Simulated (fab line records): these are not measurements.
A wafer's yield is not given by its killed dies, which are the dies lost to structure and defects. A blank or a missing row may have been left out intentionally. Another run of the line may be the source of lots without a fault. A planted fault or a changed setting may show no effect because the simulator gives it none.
The tool behind it: which one? ; flow sky130 ; 12 lots, 36 wafers sampled, at 5 steps of a route of 708

== WHAT THE GAUGES READ, wafer by wafer ==
SKY_FIELD_ISO_THK_MEAS_25.
lot;measured;on;FIELD_ISO_CVD_24_THK (nm)
L240;day 2 09:26;film_metro-02;589 592 588
L241;day 2 13:12;film_metro-02;592 605 597
L242;day 2 18:25;film_metro-02;595 602 593
L243;day 2 21:29;film_metro-01;604 601 600
L245;day 3 08:10;film_metro-01;600 603 601
L248;day 4 02:08;film_metro-02;596 597 596
L252;day 4 21:20;film_metro-04;600 600 599
L254;day 5 07:53;film_metro-04;606 602 598
L255;day 5 18:27;film_metro-01;586 592 588
L256;day 5 23:51;film_metro-01;596 597 590
L259;day 6 10:46;film_metro-01;595 599 599
L260;day 6 14:50;film_metro-01;603 596 594

SKY_VT_ADJUST_LVTN_OVL_MEAS_07.
lot;measured;on;VT_ADJUST_LVTN_OVL (nm)
L240;day 6 21:53;overlay-01;1.3 0.3 0.7
L241;day 7 03:17;overlay-01;2.4 1.9 0.5
L242;day 7 08:20;overlay-01;-1.2 1.5 0.9
L243;day 7 14:38;overlay-01;-2.6 -0.9 -3.9
L245;day 8 02:48;overlay-02;0.3 -0.8 0.1
L248;day 9 00:26;overlay-02;0.0 2.1 -1.0
L252;day 10 02:20;overlay-01;172.2 170.1 168.5
L254;day 10 12:51;overlay-02;169.6 171.1 168.5
L255;day 11 07:02;overlay-01;0.7 -0.5 -0.8
L256;day 11 10:35;overlay-01;-1.3 -0.3 -0.6
L259;day 12 00:17;overlay-02;-0.4 0.7 1.6
L260;day 12 06:41;overlay-01;0.8 -0.1 0.8

SKY_VT_ADJUST_NCORE_CD_MEAS_07: target cd 380 nm.
lot;measured;on;cd_nm (nm)
L240;day 8 13:34;cd_sem-02;382.3 384.0 384.5
L241;day 8 18:43;cd_sem-02;383.0 385.9 385.7
L242;day 9 00:43;cd_sem-02;381.1 380.2 381.5
L243;day 9 07:17;cd_sem-02;381.4 381.4 380.2
L245;day 9 21:08;cd_sem-01;377.6 378.0 380.1
L248;day 10 21:23;cd_sem-02;382.9 381.4 383.2
L252;day 12 01:10;cd_sem-01;378.9 378.8 379.0
L254;day 12 13:17;cd_sem-02;383.5 386.3 383.7
L255;day 13 07:35;cd_sem-02;381.8 379.5 379.6
L256;day 13 12:14;cd_sem-02;379.9 381.3 380.1
L259;day 14 01:47;cd_sem-02;381.8 383.3 381.6
L260;day 14 08:53;cd_sem-01;381.4 380.9 378.9

== EACH LOT AND THE TOOL THAT RAN IT (in order: tool; ch and the chambers of the sampled wafers; start) ==
lot;SKY_FIELD_ISO_ETCH_15;SKY_VT_ADJUST_LVTN_EXPOSE_04
L240;rie_diel-02 ch 0,2,3, day 2 07:06;iline_stepper-02 ch 0, day 6 12:32
L241;rie_diel-04 ch 0,2,3, day 2 11:23;iline_stepper-01 ch 0, day 6 17:51
L242;rie_diel-02 ch 2,3, day 2 15:53;iline_stepper-01 ch 0, day 6 23:14
L243;rie_diel-04 ch 1,2,3, day 2 19:39;iline_stepper-01 ch 0, day 7 04:53
L245;rie_diel-04 ch 1,3, day 3 06:18;iline_stepper-01 ch 0, day 7 17:31
L248;rie_diel-04 ch 1,2,3, day 3 22:48;iline_stepper-02 ch 0, day 8 14:11
L252;rie_diel-01 ch 0,2,3, day 4 19:00;iline_stepper-02 ch 0, day 9 16:16
L254;rie_diel-02 ch 1,3, day 5 06:03;iline_stepper-02 ch 0, day 10 02:09
L255;rie_diel-02 ch 0,1,2, day 5 15:18;iline_stepper-01 ch 0, day 10 19:19
L256;rie_diel-04 ch 2,3, day 5 19:29;iline_stepper-01 ch 0, day 10 22:50
L259;rie_diel-04 ch 1,2,3, day 6 08:39;iline_stepper-01 ch 0, day 11 12:21
L260;rie_diel-01 ch 0,2, day 6 11:54;iline_stepper-01 ch 0, day 11 18:58
- SKY_FIELD_ISO_ETCH_15: etches the open film in CHF3/O2, stops on Si, target depth 180 nm, time 72 s.
- SKY_VT_ADJUST_LVTN_EXPOSE_04: exposes mask NWM COMPLEMENT LESS NATIVE, target cd 840 nm.

== WHAT THE TOOLS THEMSELVES READ (means of the sampled wafers that have a number; where no wafer has one, the mark that the record gives instead) ==
SKY_FIELD_ISO_ETCH_15.
lot;tool;drypump_motor_current_A (A);oes_product_au (a.u.);throttle_valve_pct (%)
L240;rie_diel-02;5.8;0.934;8.838
L241;rie_diel-04;5.9;0.942;8.843
L242;rie_diel-02;5.8;0.938;8.843
L243;rie_diel-04;5.7;0.953;8.842
L245;rie_diel-04;5.9;0.945;8.841
L248;rie_diel-04;5.7;0.946;8.846
L252;rie_diel-01;6.1;0.952;8.840
L254;rie_diel-02;6.2;0.951;8.843
L255;rie_diel-02;5.8;0.947;8.854
L256;rie_diel-04;5.7;0.958;8.838
L259;rie_diel-04;5.7;0.947;8.842
L260;rie_diel-01;6.3;0.946;8.839

SKY_VT_ADJUST_LVTN_EXPOSE_04.
lot;tool;stage_vel_mm_s (mm/s)
L240;iline_stepper-02;500.40
L241;iline_stepper-01;499.56
L242;iline_stepper-01;499.94
L243;iline_stepper-01;500.02
L245;iline_stepper-01;499.82
L248;iline_stepper-02;499.73
L252;iline_stepper-02;500.03
L254;iline_stepper-02;499.92
L255;iline_stepper-01;500.06
L256;iline_stepper-01;500.17
L259;iline_stepper-01;499.61
L260;iline_stepper-01;500.01

== THE ANSWER, worked out from the rows above alone ==
Rule: what is usual is taken from the lots themselves. The widest of any qualifying gaps counts: lots, ordered by their means at a reading, are off when they make up no more than a third of the lots, leave a main group of 4 or more, and stand apart from it by 3 or more times the standard deviation of that group's means. Not used: any main group whose means are identical at the precision the tables above print for the reading. Also off: a lot with no number at a reading for which 4 or more lots have one. Where the step has rows for the other lots, those lots are counted as sound. First the gauges in route order, then the tools' own readings, where a lot's mean is used as printed above. At the first step where some lot is off, the reading lying furthest off is the one used; lots without a number count as furthest.
Off: at SKY_VT_ADJUST_LVTN_OVL_MEAS_07 (VT_ADJUST_LVTN_OVL), L252, L254. For the main group the mean is 0.1 nm and the standard deviation 1.
If a tool, at a process step before that reading, ran all the lots that are off and no sound lot after the first of them, it fits. The gauges at SKY_VT_ADJUST_LVTN_OVL_MEAS_07 are tried like those tools. One fits: SKY_VT_ADJUST_LVTN_EXPOSE_04 on iline_stepper-02. A fault onset in the window from L248 (day 8 14:11, its last sound lot) to L252 (day 9 16:16, its first lot off) fits.

== WHAT THE SIMULATOR PUT IN ==
Scanner matching overlay: iline_stepper-02, from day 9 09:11 on, at SKY_VT_ADJUST_LVTN_EXPOSE_04. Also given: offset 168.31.
Shown lots that were struck: L252, L254. This agrees with what the rule above found.
